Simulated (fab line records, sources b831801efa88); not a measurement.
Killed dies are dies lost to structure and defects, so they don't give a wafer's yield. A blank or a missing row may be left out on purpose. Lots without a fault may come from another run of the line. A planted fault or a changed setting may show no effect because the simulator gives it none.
Which tool did it? | flow gf180mcu | 13 lots, 38 wafers sampled, at 4 steps of a route of 602

WHAT THE GAUGES READ, wafer by wafer
GF_M5_OVL_MEAS_08. Usual: M5_OVL -3 nm, standard deviation 5.8.
lot  | measured     | on         | M5_OVL (nm) | flag
L795 | day 25 23:23 | overlay-02 | 7 7 2       |
L796 | day 26 23:46 | overlay-02 | 3 -3 0      |
L797 | day 27 13:57 | overlay-02 | -9 -10 -15  |
L803 | day 29 04:52 | overlay-02 | 13 9        |
L810 | day 31 09:21 | overlay-02 | -3 -1 -9    |
L811 | day 31 09:26 | overlay-01 | 9 5 10      |
L812 | day 31 11:18 | overlay-01 | 2 -2 -2     |
L813 | day 31 21:07 | overlay-01 | -3 -5 -3    |
L814 | day 31 21:17 | overlay-02 | -1 4 -1     |
L815 | day 31 22:36 | overlay-01 | -6 -11 -6   |
L816 | day 32 01:44 | overlay-02 | -7 -3 -8    |
L817 | day 32 02:16 | overlay-01 | -9 -6 -13   |
L818 | day 32 23:11 | overlay-02 | -13 -11 -8  |

GF_V5_OVL_MEAS_15. Usual: V5_OVL -2 nm, standard deviation 5.8.
lot  | measured     | on         | V5_OVL (nm) | flag
L795 | day 26 21:15 | overlay-01 | -6 -6 -5    |
L796 | day 27 21:09 | overlay-01 | -3 5 5      |
L797 | day 28 10:54 | overlay-02 | 4 4 3       |
L803 | day 30 01:48 | overlay-02 | -2 -9       |
L810 | day 32 12:06 | overlay-02 | -10 -6 -4   |
L811 | day 32 12:23 | overlay-01 | 12 4 8      |
L812 | day 32 15:48 | overlay-01 | 0 -3 -3     |
L813 | day 33 02:49 | overlay-01 | -3 -5 -2    |
L814 | day 33 03:27 | overlay-02 | -4 2 -7     |
L815 | day 33 04:38 | overlay-02 | 6 3 -2      |
L816 | day 33 05:20 | overlay-01 | -6 -3 -2    |
L817 | day 33 06:02 | overlay-02 | -7 -8 -8    |
L818 | day 33 21:39 | overlay-01 | -11 -13 -11 |

WHICH TOOL RAN EACH LOT (tool, then ch and the chambers of the sampled wafers, then the start)
lot  | GF_V5_CVD_02                    | GF_V5_COAT_09
L795 | pecvd-02 ch 0,1, day 26 00:13   | litho_track-04 ch 0, day 26 10:00
L796 | pecvd-01 ch 0,1,2, day 27 00:37 | litho_track-02 ch 0, day 27 10:00
L797 | pecvd-01 ch 0,1,2, day 27 14:47 | litho_track-04 ch 0, day 28 00:00
L803 | pecvd-04 ch 0,2, day 29 05:44   | litho_track-02 ch 0, day 29 15:00
L810 | pecvd-02 ch 0,1,2, day 31 10:11 | litho_track-04 ch 0, day 32 08:00
L811 | pecvd-04 ch 0,1,2, day 31 10:16 | litho_track-01 ch 0, day 32 09:00
L812 | pecvd-02 ch 0,2, day 31 12:08   | litho_track-01 ch 0, day 32 11:00
L813 | pecvd-02 ch 0,1,2, day 31 21:58 | litho_track-04 ch 0, day 32 21:00
L814 | pecvd-01 ch 0,1,2, day 31 22:07 | litho_track-04 ch 0, day 32 22:00
L815 | pecvd-02 ch 1,2, day 31 23:26   | litho_track-01 ch 0, day 32 23:00
L816 | pecvd-02 ch 1,2, day 32 02:35   | litho_track-02 ch 0, day 33 00:00
L817 | pecvd-01 ch 0,1,2, day 32 03:05 | litho_track-01 ch 0, day 33 00:00
L818 | pecvd-04 ch 0,2, day 33 00:04   | litho_track-01 ch 0, day 33 12:00
- GF_V5_CVD_02: deposits SiO2 from TEOS, target thk 1450 nm, time 163.28 s.
- GF_V5_COAT_09: resist thk 1000 nm.

WHAT THE TOOLS THEMSELVES READ (means of the sampled wafers that have a number; where no wafer has one, the mark that the record gives instead)
GF_V5_CVD_02. Usual: heater_power_outer_w 355 W, standard deviation 55; heater_power_w 634 W, standard deviation 92.
lot  | tool     | heater_power_outer_w (W) | heater_power_w (W) | flag
L795 | pecvd-02 | 290                      | 512                |
L796 | pecvd-01 | 347                      | 623                |
L797 | pecvd-01 | 368                      | 638                |
L803 | pecvd-04 | 326                      | 632                |
L810 | pecvd-02 | 364                      | 635                |
L811 | pecvd-04 | 398                      | 692                |
L812 | pecvd-02 | 350                      | 625                |
L813 | pecvd-02 | 308                      | 568                |
L814 | pecvd-01 | 319                      | 586                |
L815 | pecvd-02 | 322                      | 580                |
L816 | pecvd-02 | 336                      | 619                |
L817 | pecvd-01 | 323                      | 599                |
L818 | pecvd-04 | 393                      | 723                |

GF_V5_COAT_09. Usual: resist_line_temp_C 23.02 C, standard deviation 0.1.
lot  | tool           | resist_line_temp_C (C) | flag
L795 | litho_track-04 | 23.08                  |
L796 | litho_track-02 | 23.06                  |
L797 | litho_track-04 | 23.06                  |
L803 | litho_track-02 | 23.05                  |
L810 | litho_track-04 | 22.92                  |
L811 | litho_track-01 | 23.01                  |
L812 | litho_track-01 | 23.10                  |
L813 | litho_track-04 | 23.12                  |
L814 | litho_track-04 | 22.96                  |
L815 | litho_track-01 | 23.00                  |
L816 | litho_track-02 | 23.07                  |
L817 | litho_track-01 | 22.92                  |
L818 | litho_track-01 | 23.02                  |

THE ANSWER, worked out from the rows above alone
Rule: a lot is off if the mean of its wafers that have a number lies more than 3 standard deviations from the usual mean. A lot without any number at a reading at which 4 lots or more have one is off too. The other lots that the step has rows for count as sound. The gauges are gone through in route order, then the tools' own readings, and for those a lot's mean is taken as printed above. The first step at which some lot is off is used, and at that step the reading that is off furthest; a lot without a number counts as furthest.
No lot is off at any reading shown: from this, nothing can be told.

WHAT THE SIMULATOR HAD PUT IN
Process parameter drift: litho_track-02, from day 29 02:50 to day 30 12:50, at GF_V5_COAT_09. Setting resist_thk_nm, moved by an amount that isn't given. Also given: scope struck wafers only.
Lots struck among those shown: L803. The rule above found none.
